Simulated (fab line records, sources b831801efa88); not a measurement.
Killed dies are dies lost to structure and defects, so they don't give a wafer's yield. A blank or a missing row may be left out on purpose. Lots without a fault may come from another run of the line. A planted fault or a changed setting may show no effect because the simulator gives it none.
A struck lot beside a sound one | flow sky130 | 17 steps out of a route of 708
Sound: wafers L965.1, L965.3, L965.5. Struck: wafers L972.1, L972.4, L972.5. The cause comes at the end.
At each step with rows: each side's tool, then ch and its chambers, then its first start. Under that, the readings that differ: sound wafers | struck wafers | difference of the means | sigmas: that difference in standard deviations of wafers without a fault.
alike: readings whose means differ by less than 2 such deviations, and words and numbers that are the same on both sides. not compared: withheld readings, readings that some wafer has no value for, bounds like >300 that may hide the same value, and numbers for which the record gives no deviation and whose values overlap.
The two part at a step that has a row with sigmas, a row that says differs or no value, or rows on one side only. Numbers that don't overlap but have no deviation are shown without sigmas and don't part them. A reading that every wafer of one side lacks parts them only if that side has two wafers or more.

SKY_LDD_P_OVL_MEAS_08:
  sound on overlay-02, day 23 05:59; struck on overlay-02, day 25 06:47
  alike: LDD_P_OVL
then, 1 step without rows for these wafers: SKY_LDD_P_IMPLANT_09.
SKY_LDD_P_STRIP_10: strips in O2/N2.
  sound on plasma_asher-02 ch 0,1, day 23 06:10; struck on plasma_asher-03 ch 0,1, day 25 06:59
  alike: drypump_motor_current_A, oes_product_au, strip_time_to_endpoint_s
  not compared: rf_hours_counter_h
SKY_LDD_P_TW_MEAS_11:
  sound on film_metro-01, day 23 06:16; struck on film_metro-03, day 25 07:05
  alike: LDD_P_TW
then, 7 steps without rows for these wafers: SKY_LDD_HVN_DEHYDRATE_00 (time 60 s); SKY_LDD_HVN_HMDS_01 (prime time 60 s); SKY_LDD_HVN_COAT_02 (resist thk 300 nm); SKY_LDD_HVN_SOFTBAKE_03 (time 60 s); SKY_LDD_HVN_EXPOSE_04 (exposes mask HVNTM, target cd 700 nm); SKY_LDD_HVN_PEB_05; SKY_LDD_HVN_DEVELOP_06 (develop time 60 s).
SKY_LDD_HVN_OVL_MEAS_07:
  sound on overlay-02, day 24 12:44; struck on overlay-01, day 26 11:46
  alike: LDD_HVN_OVL
SKY_LDD_HVN_IMPLANT_08:
  sound on implanter-03 ch 0, day 24 12:46; struck on implanter-02 ch 0, day 26 11:49
  reading                   | sound                | struck               | difference | sigmas
  beam_energy_keV           | 60.012 60.037 59.999 | 86.374 86.379 86.325 | +26.343    | +99 or more
  model.implant.rp_nm (nm)  | 54.04 54.04 54.04    | 83.07 83.07 83.07    | +29.03     |
  model.implant.drp_nm (nm) | 28.15 28.15 28.15    | 38.46 38.46 38.46    | +10.31     |
SKY_LDD_HVN_STRIP_09: strips in O2/N2.
  sound on plasma_asher-02 ch 0,1, day 24 12:55; struck on plasma_asher-02 ch 1, day 26 11:58
  alike: drypump_motor_current_A, oes_product_au, strip_time_to_endpoint_s
  not compared: rf_hours_counter_h
SKY_LDD_HVN_TW_MEAS_10:
  sound on film_metro-02, day 24 13:01; struck on film_metro-01, day 26 12:04
  reading    | sound          | struck         | difference | sigmas
  LDD_HVN_TW | 1422 1419 1411 | 1578 1582 1576 | +161       | +9
then, 1 step without rows for these wafers: SKY_LDD_HVP_DEHYDRATE_00 (time 60 s).
-- the record jumps here: 23 days lie between the struck wafers' starts before and after (it left off in module LDD_HVP and takes up again in module PAD_OPEN, whose first step shown is number 708 of the route) --
SKY_PAD_OPEN_PROBE_99:
  sound on prober-01, day 48 12:04; struck on prober-01, day 49 17:23
  reading                                  | sound                | struck               | difference | sigmas
  killed_at_M0_to_M3                       | 49 44 53             | 41 38 27             | -13        | -2
  model.etest.tip_n_5v.rs_ohm_sq           | 1441 1416 1429       | 1185 1178 1196       | -242       |
  model.etest.nfet_g5v0d10v5.r_on_ohm_um   | 1914 1896 1900       | 1770 1783 1777       | -127       |
  model.etest.nfet_g5v0d10v5.drive_ua_um   | 591.7 597.4 596.8    | 644.5 632.6 651.4    | +47.5      |
  model.etest.nfet_05v0_nvt.drive_ua_um    | 568.5 571.7 569.4    | 596.9 587.4 599.6    | +24.8      |
  model.etest.ring_5v.delay_ps             | 44.89 44.82 45.03    | 43.81 44.1 43.71     | -1.04      |
  model.etest.nfet_05v0_nvt.off_log10_a_um | -11.24 -11.06 -11.12 | -10.63 -10.64 -10.58 | +0.52      |
  model.etest.nfet_g5v0d10v5.vt_sat_v (V)  | 0.7901 0.7849 0.7814 | 0.6795 0.6798 0.681  | -0.1054    |
  model.etest.nfet_g5v0d10v5.vt_v (V)      | 0.8453 0.8402 0.8339 | 0.7739 0.7765 0.771  | -0.0660    |
  alike: killed_at_M4_up, killed_at_contacts, killed_at_front_end, killed_at_other, killed_dies, killed_open, killed_short

WHERE THEY PART
First at SKY_LDD_HVN_IMPLANT_08; last, within this record, at SKY_PAD_OPEN_PROBE_99.

WHY: what the simulator had put in
Process parameter drift: implanter-02, from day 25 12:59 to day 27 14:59, at SKY_LDD_HVN_IMPLANT_08. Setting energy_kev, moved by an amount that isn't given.
